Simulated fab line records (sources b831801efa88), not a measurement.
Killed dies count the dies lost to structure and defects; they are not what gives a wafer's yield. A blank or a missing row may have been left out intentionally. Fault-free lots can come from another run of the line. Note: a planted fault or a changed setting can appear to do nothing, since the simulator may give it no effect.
Which tool is to blame? || flow gf180mcu || 11 lots, 33 wafers sampled, at 6 steps of a route of 602

WHAT THE GAUGES SHOWED, per wafer
GF_VT_IMPLANT_OVL_MEAS_07. Usual: VT_IMPLANT_OVL gives 0.5 nm (standard deviation 1.4).
{"lot": "L133", "measured": "day 6 01:26", "on": "overlay-02", "VT_IMPLANT_OVL (nm)": "0.2 0.5 0.3", "flag": ""}
{"lot": "L135", "measured": "day 6 12:43", "on": "overlay-01", "VT_IMPLANT_OVL (nm)": "1.4 -0.3 0.6", "flag": ""}
{"lot": "L137", "measured": "day 6 21:01", "on": "overlay-02", "VT_IMPLANT_OVL (nm)": "-1.5 0.5 0.8", "flag": ""}
{"lot": "L141", "measured": "day 7 23:21", "on": "overlay-02", "VT_IMPLANT_OVL (nm)": "-0.3 1.7 3.0", "flag": ""}
{"lot": "L142", "measured": "day 8 04:25", "on": "overlay-01", "VT_IMPLANT_OVL (nm)": "2.2 2.1 2.9", "flag": ""}
{"lot": "L143", "measured": "day 8 08:39", "on": "overlay-01", "VT_IMPLANT_OVL (nm)": "1.3 -0.6 3.4", "flag": ""}
{"lot": "L147", "measured": "day 9 10:34", "on": "overlay-01", "VT_IMPLANT_OVL (nm)": "1.7 1.9 0.4", "flag": ""}
{"lot": "L148", "measured": "day 9 17:33", "on": "overlay-01", "VT_IMPLANT_OVL (nm)": "-1.5 -1.5 -1.2", "flag": ""}
{"lot": "L152", "measured": "day 10 17:28", "on": "overlay-01", "VT_IMPLANT_OVL (nm)": "-2.1 -0.8 -2.6", "flag": ""}
{"lot": "L154", "measured": "day 11 05:10", "on": "overlay-02", "VT_IMPLANT_OVL (nm)": "0.3 0.6 0.3", "flag": ""}
{"lot": "L155", "measured": "day 11 15:25", "on": "overlay-01", "VT_IMPLANT_OVL (nm)": "1.2 2.5 -0.1", "flag": ""}

GF_HV_LDD_CD_MEAS_07 targets a cd of 400 nm. Usual: cd nm at 400.8 nm, with a standard deviation of 2.9.
{"lot": "L133", "measured": "day 10 11:30", "on": "cd sem-02", "cd nm (nm)": "398.2 396.8 398.7", "flag": ""}
{"lot": "L135", "measured": "day 11 00:02", "on": "cd sem-02", "cd nm (nm)": "399.2 398.1 400.9", "flag": ""}
{"lot": "L137", "measured": "day 11 12:34", "on": "cd sem-01", "cd nm (nm)": "402.1 403.0 400.1", "flag": ""}
{"lot": "L141", "measured": "day 12 15:16", "on": "cd sem-02", "cd nm (nm)": "398.7 400.6 397.2", "flag": ""}
{"lot": "L142", "measured": "day 13 01:35", "on": "cd sem-02", "cd nm (nm)": "403.2 402.0 402.2", "flag": ""}
{"lot": "L143", "measured": "day 13 08:39", "on": "cd sem-01", "cd nm (nm)": "395.2 397.3 398.2", "flag": ""}
{"lot": "L147", "measured": "day 14 13:35", "on": "cd sem-01", "cd nm (nm)": "404.0 404.1 403.9", "flag": ""}
{"lot": "L148", "measured": "day 14 20:59", "on": "cd sem-01", "cd nm (nm)": "403.5 403.8 405.5", "flag": ""}
{"lot": "L152", "measured": "day 16 06:02", "on": "cd sem-02", "cd nm (nm)": "399.0 399.8 396.9", "flag": ""}
{"lot": "L154", "measured": "day 16 16:01", "on": "cd sem-02", "cd nm (nm)": "401.9 401.1 402.2", "flag": ""}
{"lot": "L155", "measured": "day 17 04:04", "on": "cd sem-01", "cd nm (nm)": "402.0 402.6 403.5", "flag": ""}

GF_PSD_TW_MEAS_11. Usual: PSD_TW gives 3187 (standard deviation 16).
{"lot": "L133", "measured": "day 15 01:20", "on": "film metro-04", "PSD_TW": "3163 3168 3159", "flag": ""}
{"lot": "L135", "measured": "day 15 09:16", "on": "film metro-03", "PSD_TW": "3206 3197 3197", "flag": ""}
{"lot": "L137", "measured": "day 15 23:08", "on": "film metro-03", "PSD_TW": "3193 3216 3204", "flag": ""}
{"lot": "L141", "measured": "day 17 07:40", "on": "film metro-01", "PSD_TW": "3196 3217 3209", "flag": ""}
{"lot": "L142", "measured": "day 17 16:27", "on": "film metro-04", "PSD_TW": "3165 3173 3175", "flag": ""}
{"lot": "L143", "measured": "day 18 02:32", "on": "film metro-04", "PSD_TW": "3576 3553 3573", "flag": "OFF"}
{"lot": "L147", "measured": "day 19 12:46", "on": "film metro-03", "PSD_TW": "3184 3161 3190", "flag": ""}
{"lot": "L148", "measured": "day 19 19:33", "on": "film metro-04", "PSD_TW": "3579 3580 3566", "flag": "OFF"}
{"lot": "L152", "measured": "day 21 10:02", "on": "film metro-04", "PSD_TW": "3185 3169 3180", "flag": ""}
{"lot": "L154", "measured": "day 21 17:15", "on": "film metro-04", "PSD_TW": "3177 3169 3168", "flag": ""}
{"lot": "L155", "measured": "day 22 07:16", "on": "film metro-04", "PSD_TW": "3191 3179 3175", "flag": ""}

GF_PSD_RS_MEAS_15: a four-point-probe measurement. Usual: PSD_RS gives 108.57 ohm/sq (standard deviation 0.26).
{"lot": "L133", "measured": "day 15 01:40", "on": "film metro-01", "PSD_RS (ohm/sq)": "108.86 108.56 108.79", "flag": ""}
{"lot": "L135", "measured": "day 15 09:35", "on": "film metro-04", "PSD_RS (ohm/sq)": "108.18 108.57 108.40", "flag": ""}
{"lot": "L137", "measured": "day 15 23:28", "on": "film metro-03", "PSD_RS (ohm/sq)": "108.68 108.64 108.86", "flag": ""}
{"lot": "L141", "measured": "day 17 08:00", "on": "film metro-04", "PSD_RS (ohm/sq)": "108.63 108.39 108.35", "flag": ""}
{"lot": "L142", "measured": "day 17 16:46", "on": "film metro-03", "PSD_RS (ohm/sq)": "108.84 108.65 108.62", "flag": ""}
{"lot": "L143", "measured": "day 18 02:55", "on": "film metro-03", "PSD_RS (ohm/sq)": "98.24 97.84 98.04", "flag": "OFF"}
{"lot": "L147", "measured": "day 19 13:05", "on": "film metro-03", "PSD_RS (ohm/sq)": "108.38 108.65 108.71", "flag": ""}
{"lot": "L148", "measured": "day 19 19:52", "on": "film metro-04", "PSD_RS (ohm/sq)": "98.22 98.27 98.41", "flag": "OFF"}
{"lot": "L152", "measured": "day 21 10:21", "on": "film metro-01", "PSD_RS (ohm/sq)": "108.34 108.36 108.42", "flag": ""}
{"lot": "L154", "measured": "day 21 17:34", "on": "film metro-03", "PSD_RS (ohm/sq)": "108.36 109.03 108.90", "flag": ""}
{"lot": "L155", "measured": "day 22 07:37", "on": "film metro-03", "PSD_RS (ohm/sq)": "108.29 108.19 108.43", "flag": ""}

WHICH TOOL RAN EACH LOT (tool, then ch and the chambers of the sampled wafers, then the start)
{"lot": "L133", "GF_PSD_IMPLANT_09": "implanter-02 ch 0, day 15 01:07", "GF_PSD_STRIP_10": "plasma asher-03 ch 0,1, day 15 01:15"}
{"lot": "L135", "GF_PSD_IMPLANT_09": "implanter-02 ch 0, day 15 09:01", "GF_PSD_STRIP_10": "plasma asher-04 ch 0,1, day 15 09:09"}
{"lot": "L137", "GF_PSD_IMPLANT_09": "implanter-01 ch 0, day 15 22:55", "GF_PSD_STRIP_10": "plasma asher-04 ch 0,1, day 15 23:02"}
{"lot": "L141", "GF_PSD_IMPLANT_09": "implanter-04 ch 0, day 17 07:26", "GF_PSD_STRIP_10": "plasma asher-03 ch 0,1, day 17 07:34"}
{"lot": "L142", "GF_PSD_IMPLANT_09": "implanter-02 ch 0, day 17 16:12", "GF_PSD_STRIP_10": "plasma asher-03 ch 0,1, day 17 16:21"}
{"lot": "L143", "GF_PSD_IMPLANT_09": "implanter-01 ch 0, day 18 01:58", "GF_PSD_STRIP_10": "plasma asher-04 ch 1, day 18 02:25"}
{"lot": "L147", "GF_PSD_IMPLANT_09": "implanter-01 ch 0, day 19 12:31", "GF_PSD_STRIP_10": "plasma asher-03 ch 0,1, day 19 12:40"}
{"lot": "L148", "GF_PSD_IMPLANT_09": "implanter-01 ch 0, day 19 18:59", "GF_PSD_STRIP_10": "plasma asher-02 ch 0,1, day 19 19:27"}
{"lot": "L152", "GF_PSD_IMPLANT_09": "implanter-01 ch 0, day 21 09:47", "GF_PSD_STRIP_10": "plasma asher-02 ch 0,1, day 21 09:56"}
{"lot": "L154", "GF_PSD_IMPLANT_09": "implanter-04 ch 0, day 21 17:00", "GF_PSD_STRIP_10": "plasma asher-03 ch 0,1, day 21 17:09"}
{"lot": "L155", "GF_PSD_IMPLANT_09": "implanter-04 ch 0, day 22 07:03", "GF_PSD_STRIP_10": "plasma asher-03 ch 0,1, day 22 07:11"}
- GF_PSD_IMPLANT_09
- GF_PSD_STRIP_10: strips in O2/N2.

WHAT THE TOOLS THEMSELVES READ (means of the sampled wafers that have a number; where no wafer has one, the mark that the record gives instead)
GF_PSD_STRIP_10. Usual: drypump motor current A 5.4 A, standard deviation 0.52; heater power w 344 W, standard deviation 33; oes product au 0.592 a.u., standard deviation 0.0043; strip time to endpoint s 16.53 s, standard deviation 0.035.
{"lot": "L133", "tool": "plasma asher-03", "drypump motor current A (A)": 5.0, "heater power w (W)": 351, "oes product au (a.u.)": 0.594, "strip time to endpoint s (s)": 16.50, "flag": ""}
{"lot": "L135", "tool": "plasma asher-04", "drypump motor current A (A)": 5.4, "heater power w (W)": 314, "oes product au (a.u.)": 0.593, "strip time to endpoint s (s)": 16.50, "flag": ""}
{"lot": "L137", "tool": "plasma asher-04", "drypump motor current A (A)": 5.4, "heater power w (W)": 317, "oes product au (a.u.)": 0.591, "strip time to endpoint s (s)": 16.56, "flag": ""}
{"lot": "L141", "tool": "plasma asher-03", "drypump motor current A (A)": 5.0, "heater power w (W)": 350, "oes product au (a.u.)": 0.594, "strip time to endpoint s (s)": 16.47, "flag": ""}
{"lot": "L142", "tool": "plasma asher-03", "drypump motor current A (A)": 5.0, "heater power w (W)": 342, "oes product au (a.u.)": 0.594, "strip time to endpoint s (s)": 16.51, "flag": ""}
{"lot": "L143", "tool": "plasma asher-04", "drypump motor current A (A)": 4.9, "heater power w (W)": 317, "oes product au (a.u.)": 0.545, "strip time to endpoint s (s)": 18.87, "flag": "OFF"}
{"lot": "L147", "tool": "plasma asher-03", "drypump motor current A (A)": 5.0, "heater power w (W)": 341, "oes product au (a.u.)": 0.596, "strip time to endpoint s (s)": 16.50, "flag": ""}
{"lot": "L148", "tool": "plasma asher-02", "drypump motor current A (A)": 5.5, "heater power w (W)": 345, "oes product au (a.u.)": 0.548, "strip time to endpoint s (s)": 18.87, "flag": "OFF"}
{"lot": "L152", "tool": "plasma asher-02", "drypump motor current A (A)": 5.5, "heater power w (W)": 353, "oes product au (a.u.)": 0.592, "strip time to endpoint s (s)": 16.55, "flag": ""}
{"lot": "L154", "tool": "plasma asher-03", "drypump motor current A (A)": 5.0, "heater power w (W)": 341, "oes product au (a.u.)": 0.593, "strip time to endpoint s (s)": 16.55, "flag": ""}
{"lot": "L155", "tool": "plasma asher-03", "drypump motor current A (A)": 5.0, "heater power w (W)": 345, "oes product au (a.u.)": 0.595, "strip time to endpoint s (s)": 16.54, "flag": ""}

THE ANSWER, worked out from the rows above alone
Rule: a lot counts as off when the mean over its wafers that have a number is more than 3 standard deviations away from the usual mean. A lot without any number at a reading at which 4 lots or more have one is off too. The other lots that the step has rows for count as sound. Order of review: gauges by route order, followed by the tools' own readings, for which a lot's mean as printed above is used. At the first step where some lot is off, the reading lying furthest off is the one used; lots without a number count as furthest.
Off: at GF_PSD_TW_MEAS_11 (PSD_TW), L143, L148.
A tool fits if, at a process step before that reading, it ran every lot that is off, and no sound lot after the first of them. Not tried: the gauges at GF_PSD_TW_MEAS_11; whatever is off there is also off at GF_PSD_STRIP_10, on other tools, and gauge error can't account for it. Of those tried, none fits.

WHAT HAD BEEN PUT IN BY THE SIMULATOR
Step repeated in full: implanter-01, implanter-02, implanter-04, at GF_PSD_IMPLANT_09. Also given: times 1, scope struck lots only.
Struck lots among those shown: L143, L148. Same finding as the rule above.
